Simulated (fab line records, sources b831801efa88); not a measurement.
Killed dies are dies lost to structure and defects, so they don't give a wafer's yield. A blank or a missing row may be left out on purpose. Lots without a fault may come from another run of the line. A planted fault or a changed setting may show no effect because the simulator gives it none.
One fault seen from 2 desks | flow sky130 | each desk has only its own numbers; what lay behind them comes last

THE TOOL OWNER'S DESK: litho_track-01
The tool's own readings at SKY_CONTACT_SOFTBAKE_10 (time 90 s): means of the sampled wafers that have a number, for each lot that ran on this tool. A lot is out of limits, marked OUT, if its mean lies more than 4 standard deviations from the usual mean; the brackets give that distance.
Columns: A = heater_power_total_W at SKY_CONTACT_SOFTBAKE_10, usual 57.35 W; B = run_length_s at SKY_CONTACT_SOFTBAKE_10, usual 119.21 s
lot  | first seen here | A               | B
L517 | day 34 21:00    | 57.38           | 119.30
L523 | day 36 05:00    | 57.31           | 119.28
L525 | day 37 04:00    | 59.22 (+17) OUT | 110.88 (-46) OUT
L526 | day 37 06:00    | 59.07 (+16) OUT | 110.83 (-47) OUT
This desk's finding: out of limits on L525, L526; first on L525, day 37 04:00 (heater_power_total_W at SKY_CONTACT_SOFTBAKE_10). In limits: L517, L523.

THE METROLOGY DESK
What the gauges read, lot by lot, whatever tool the lot ran on: means of the sampled wafers that have a number. A lot is out of limits, marked OUT, if its mean lies more than 4 standard deviations from the usual mean; the brackets give that distance.
Columns: A = LOCAL_INTERCONNECT_TIN_THK at SKY_LOCAL_INTERCONNECT_THK_MEAS_02, usual 99.6 nm
lot  | first seen here | A
L507 | day 28 20:10    | 99.0
L508 | day 29 01:53    | 98.4
L509 | day 29 13:37    | 99.4
L510 | day 29 20:56    | 99.4
L512 | day 30 15:09    | 99.6
L513 | day 31 00:08    | 100.1
L515 | day 32 13:14    | 99.9
L518 | day 32 21:04    | 99.1
L517 | day 33 03:49    | 100.2
L516 | day 33 05:26    | 99.8
L523 | day 34 12:28    | 99.9
L525 | day 35 11:08    | 98.4
L526 | day 35 12:45    | 98.1
This desk's finding: nothing out of limits on any of the 13 lots.

PUT TOGETHER
The tool owner's desk could have raised an alarm at day 37 04:00, on L525, L526.
The metrology desk saw nothing out of limits.
The metrology desk has L525, L526 on record, within its limits.
Of the lots named, all ran SKY_CONTACT_SOFTBAKE_10 on litho_track-01.

WHAT THE SIMULATOR HAD PUT IN
Process parameter drift: litho_track-01, from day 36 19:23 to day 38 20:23, at SKY_CONTACT_SOFTBAKE_10. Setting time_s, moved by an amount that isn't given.
Lots struck among those shown: L525, L526.
Hours from the fault's start to each desk's first reading out of limits: the tool owner's desk, 9.
